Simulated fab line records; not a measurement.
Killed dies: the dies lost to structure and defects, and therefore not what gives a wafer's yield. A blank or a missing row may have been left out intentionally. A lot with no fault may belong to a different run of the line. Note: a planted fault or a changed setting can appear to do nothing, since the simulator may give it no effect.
Tool commonality check ; flow gf180mcu ; Sampled: 13 lots, 39 wafers

== WHAT PROMPTED THE OPENING ==
At GF_DNWELL_TW_MEAS_09 the reading DNWELL_TW is flagged on 3 of 13 lots. No-fault wafers: 1358, standard deviation 13.
Rule: a lot is flagged in two cases, either no wafer of it has a number, or all its wafers with numbers fall more than 4 standard deviations from that mean. The rest of the lots are taken to be sound.

lot;measured;on;DNWELL_TW, wafer by wafer;flag
L748;day 3 00:01;film_metro-04;1339 1343 1340;
L749;day 3 05:25;film_metro-03;1369 1376 1374;
L753;day 4 04:25;film_metro-04;1349 1353 1347;
L755;day 4 12:48;film_metro-03;1371 1363 1364;
L758;day 5 06:11;film_metro-03;1363 1374 1375;
L759;day 5 09:40;film_metro-01;1354 1348 1348;
L762;day 6 02:55;film_metro-04;1354 1361 1358;
L763;day 6 07:43;film_metro-04;1347 1352 1352;
L764;day 6 13:20;film_metro-03;1234 1235 1231;FLAGGED
L765;day 6 16:38;film_metro-01;1208 1202 1211;FLAGGED
L766;day 7 00:56;film_metro-03;1236 1231 1224;FLAGGED
L769;day 7 18:53;film_metro-03;1364 1369 1370;
L770;day 7 20:58;film_metro-01;1350 1347 1352;
The numbers of the flagged lots are 1224 on average: -134 against the usual, or -10 standard deviations.

== WHICH TOOL RAN EACH LOT ==
The record holds 1 process step before the reading, out of a route of 602 steps. Cell contents, in order: the tool; ch with the chambers the sampled wafers went through; the start.
lot;flag;GF_DNWELL_IMPLANT_07
L748;;implanter-02 ch 0, day 2 23:47
L749;;implanter-03 ch 0, day 3 05:11
L753;;implanter-03 ch 0, day 4 04:10
L755;;implanter-02 ch 0, day 4 12:34
L758;;implanter-03 ch 0, day 5 05:58
L759;;implanter-01 ch 0, day 5 09:28
L762;;implanter-03 ch 0, day 6 02:41
L763;;implanter-03 ch 0, day 6 07:26
L764;FLAGGED;implanter-03 ch 0, day 6 13:05
L765;FLAGGED;implanter-03 ch 0, day 6 16:23
L766;FLAGGED;implanter-03 ch 0, day 7 00:43
L769;;implanter-01 ch 0, day 7 18:40
L770;;implanter-02 ch 0, day 7 20:40
These steps, and what they do:
- GF_DNWELL_IMPLANT_07
- GF_DNWELL_TW_MEAS_09

== FLAGGED AGAINST TOTAL, ONE TOOL AT A TIME (gauges that did the reading follow at the end) ==
step;tool;lots run;flagged;share of the flagged lots;sound lots run after its first flagged lot
GF_DNWELL_IMPLANT_07;implanter-01;2;0;none;-
GF_DNWELL_IMPLANT_07;implanter-02;3;0;none;-
GF_DNWELL_IMPLANT_07;implanter-03;8;3;all;0
GF_DNWELL_TW_MEAS_09;film_metro-01;3;1;some;1 (L770)
GF_DNWELL_TW_MEAS_09;film_metro-03;6;2;some;1 (L769)
GF_DNWELL_TW_MEAS_09;film_metro-04;4;0;none;-

== WHAT THE TABLE ALLOWS ==
Rows of the table that ran each flagged lot: 1, that is implanter-03 at GF_DNWELL_IMPLANT_07.
- implanter-03 at GF_DNWELL_IMPLANT_07 ran 8 lots, 3 of them flagged. Its last sound lot is L763 (day 6 07:26), its first flagged lot L764 (day 6 13:05): a fault that began between those two fits. Its own readings lie more than 4 standard deviations out on every wafer of the flagged lots: dose_ions_cm2, faraday_current_uA.
Just one tool remains: implanter-03 at GF_DNWELL_IMPLANT_07.

== WHAT HAD BEEN PUT IN BY THE SIMULATOR ==
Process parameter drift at GF_DNWELL_IMPLANT_07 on implanter-03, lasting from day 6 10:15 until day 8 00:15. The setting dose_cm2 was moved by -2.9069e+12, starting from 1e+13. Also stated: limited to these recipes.
Shown lots that were struck: L764, L765, L766. This agrees with what the rule above found.
